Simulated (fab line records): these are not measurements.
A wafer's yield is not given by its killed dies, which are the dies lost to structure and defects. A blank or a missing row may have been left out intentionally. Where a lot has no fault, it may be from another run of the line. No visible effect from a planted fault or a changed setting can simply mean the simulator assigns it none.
Split-lot study || flow sky130 || 5 lots, 23 wafers read, on a route of 708 steps

THE SPLIT
At SKY_VIA3_HDPCVD_00 (deposits SiO2, target thk 1635 nm, time 272.5 s), the setting timeS was moved away from the recipe's 272.5 s on 10 of the 23 wafers read, by -14.1% to +11.1%. All remaining wafers had this setting at the recipe value.

Between the split and the reading, the file records no step.

THE READING
VIA3_HDPCVD_THK in nanometres, read at SKY_VIA3_THK_MEAS_01. On this fab line, fault-free wafers typically give 1634 nm with a standard deviation of 19 nm.

{"wafer": "L078.2", "tool, chamber at the split": "hdpcvd-02, 2", "timeS as run, s": 272.5, "against the recipe": "recipe", "VIA3_HDPCVD_THK, nm": 1637, "against lot-mates on the recipe": "-"}
{"wafer": "L078.3", "tool, chamber at the split": "hdpcvd-02, 1", "timeS as run, s": 272.5, "against the recipe": "recipe", "VIA3_HDPCVD_THK, nm": 1630, "against lot-mates on the recipe": "-"}
{"wafer": "L078.6", "tool, chamber at the split": "hdpcvd-02, 1", "timeS as run, s": 272.5, "against the recipe": "recipe", "VIA3_HDPCVD_THK, nm": 1646, "against lot-mates on the recipe": "-"}
{"wafer": "L079.1", "tool, chamber at the split": "hdpcvd-01, 0", "timeS as run, s": 302.7, "against the recipe": "+11.1%", "VIA3_HDPCVD_THK, nm": 1842, "against lot-mates on the recipe": "+190"}
{"wafer": "L079.2", "tool, chamber at the split": "hdpcvd-01, 1", "timeS as run, s": 272.5, "against the recipe": "recipe", "VIA3_HDPCVD_THK, nm": 1650, "against lot-mates on the recipe": "-"}
{"wafer": "L079.4", "tool, chamber at the split": "hdpcvd-01, 1", "timeS as run, s": 302.7, "against the recipe": "+11.1%", "VIA3_HDPCVD_THK, nm": 1863, "against lot-mates on the recipe": "+211"}
{"wafer": "L079.5", "tool, chamber at the split": "hdpcvd-01, 0,2", "timeS as run, s": 272.5, "against the recipe": "recipe", "VIA3_HDPCVD_THK, nm": 1653, "against lot-mates on the recipe": "-"}
{"wafer": "L079.6", "tool, chamber at the split": "hdpcvd-01, 0,2", "timeS as run, s": 272.5, "against the recipe": "recipe", "VIA3_HDPCVD_THK, nm": 1653, "against lot-mates on the recipe": "-"}
{"wafer": "L080.1", "tool, chamber at the split": "hdpcvd-02, 0", "timeS as run, s": 272.5, "against the recipe": "recipe", "VIA3_HDPCVD_THK, nm": 1618, "against lot-mates on the recipe": "-"}
{"wafer": "L080.2", "tool, chamber at the split": "hdpcvd-02, 2", "timeS as run, s": 245.8, "against the recipe": "-9.8%", "VIA3_HDPCVD_THK, nm": 1471, "against lot-mates on the recipe": -148}
{"wafer": "L080.4", "tool, chamber at the split": "hdpcvd-02, 0", "timeS as run, s": 245.8, "against the recipe": "-9.8%", "VIA3_HDPCVD_THK, nm": 1476, "against lot-mates on the recipe": -144}
{"wafer": "L080.5", "tool, chamber at the split": "hdpcvd-02, 1", "timeS as run, s": 245.8, "against the recipe": "-9.8%", "VIA3_HDPCVD_THK, nm": 1488, "against lot-mates on the recipe": -132}
{"wafer": "L080.6", "tool, chamber at the split": "hdpcvd-02, 2", "timeS as run, s": 272.5, "against the recipe": "recipe", "VIA3_HDPCVD_THK, nm": 1621, "against lot-mates on the recipe": "-"}
{"wafer": "L081.1", "tool, chamber at the split": "hdpcvd-02, 2", "timeS as run, s": 285.9, "against the recipe": "+4.9%", "VIA3_HDPCVD_THK, nm": 1701, "against lot-mates on the recipe": "+68"}
{"wafer": "L081.2", "tool, chamber at the split": "hdpcvd-02, 1", "timeS as run, s": 272.5, "against the recipe": "recipe", "VIA3_HDPCVD_THK, nm": 1637, "against lot-mates on the recipe": "-"}
{"wafer": "L081.3", "tool, chamber at the split": "hdpcvd-02, 0", "timeS as run, s": 272.5, "against the recipe": "recipe", "VIA3_HDPCVD_THK, nm": 1637, "against lot-mates on the recipe": "-"}
{"wafer": "L081.4", "tool, chamber at the split": "hdpcvd-02, 0", "timeS as run, s": 272.5, "against the recipe": "recipe", "VIA3_HDPCVD_THK, nm": 1625, "against lot-mates on the recipe": "-"}
{"wafer": "L081.5", "tool, chamber at the split": "hdpcvd-02, 2", "timeS as run, s": 285.9, "against the recipe": "+4.9%", "VIA3_HDPCVD_THK, nm": 1712, "against lot-mates on the recipe": "+79"}
{"wafer": "L085.1", "tool, chamber at the split": "hdpcvd-02, 2", "timeS as run, s": 272.5, "against the recipe": "recipe", "VIA3_HDPCVD_THK, nm": 1616, "against lot-mates on the recipe": "-"}
{"wafer": "L085.2", "tool, chamber at the split": "hdpcvd-02, 0,1", "timeS as run, s": 234.1, "against the recipe": "-14.1%", "VIA3_HDPCVD_THK, nm": 1384, "against lot-mates on the recipe": -231}
{"wafer": "L085.3", "tool, chamber at the split": "hdpcvd-02, 0,1", "timeS as run, s": 234.1, "against the recipe": "-14.1%", "VIA3_HDPCVD_THK, nm": 1385, "against lot-mates on the recipe": -230}
{"wafer": "L085.4", "tool, chamber at the split": "hdpcvd-02, 2", "timeS as run, s": 234.1, "against the recipe": "-14.1%", "VIA3_HDPCVD_THK, nm": 1400, "against lot-mates on the recipe": -215}
{"wafer": "L085.5", "tool, chamber at the split": "hdpcvd-02, 0", "timeS as run, s": 272.5, "against the recipe": "recipe", "VIA3_HDPCVD_THK, nm": 1614, "against lot-mates on the recipe": "-"}
When a row names more than one chamber, that row covers several wafers, and the file does not tell which wafer ran in which chamber.

FIT RESULTS
A straight line over all 23 wafers: VIA3_HDPCVD_THK changes by +17.5 nm for each +1% of timeS; r = +0.99; the points scatter about the line by 16 nm.
The same after taking each lot's own level away (the mean of its wafers on the recipe; 23 wafers): +16.1 nm for each +1%; r = +1.00; scatter 11 nm.
On that fit, the largest move of timeS shifts the reading by 2.3e+02 nm.
The lots' own levels span 1615.0 to 1652.0 nm, that is 1.9 times the standard deviation above.
Consequently the slope shifts little with the lot-to-lot level, the two slopes agreeing.
Check: -222 nm against its lot-mates is what the line predicts for one of the wafers moved furthest among these (-14.1%) when that wafer is left out of the fit. It came out at -231 nm against them.

OTHER SPLITS ON THESE WAFERS
Before the reading, these wafers also passed through other splits. Each is held against what the fit with the lots' levels taken away leaves over:
{"other split on the same wafers": "SKY_VIA2_ETCH_14 biasW", "wafers away from the commonest value": 7, "r with VIA3_HDPCVD_THK (lot level and that fit taken away)": -0.31}
{"other split on the same wafers": "SKY_VIA2_CMP_24 tOverpolishS", "wafers away from the commonest value": 10, "r with VIA3_HDPCVD_THK (lot level and that fit taken away)": -0.18}
{"other split on the same wafers": "SKY_CAPM_DEVELOP_11 devTempC", "wafers away from the commonest value": 9, "r with VIA3_HDPCVD_THK (lot level and that fit taken away)": -0.23}
{"other split on the same wafers": "SKY_METAL3_COAT_08 resistThkNm", "wafers away from the commonest value": 7, "r with VIA3_HDPCVD_THK (lot level and that fit taken away)": -0.27}
{"other split on the same wafers": "SKY_METAL3_ETCH_16 biasW", "wafers away from the commonest value": 6, "r with VIA3_HDPCVD_THK (lot level and that fit taken away)": -0.36}

THE WHOLE CHAIN: every reading that the file lists as answering this split, in the file's order
{"step": "SKY_VIA3_HDPCVD_00", "what it does": "deposits SiO2, target thk 1635 nm, time 272.5 s", "reading": "SiO2_of_VIA3_HDPCVD_00.thkNm (the simulator's own value, which no gauge read)", "change (the file's fit)": "+15.4 nm for each +1% of the setting", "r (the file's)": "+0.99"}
{"step": "SKY_VIA3_THK_MEAS_01", "what it does": "", "reading": "VIA3_HDPCVD_THK", "change (the file's fit)": "+16.2 for each +1% of the setting", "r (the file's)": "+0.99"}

FILE'S OWN FIT
VIA3_HDPCVD_THK changes by +16.2 nm for each +1% of timeS, r = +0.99.
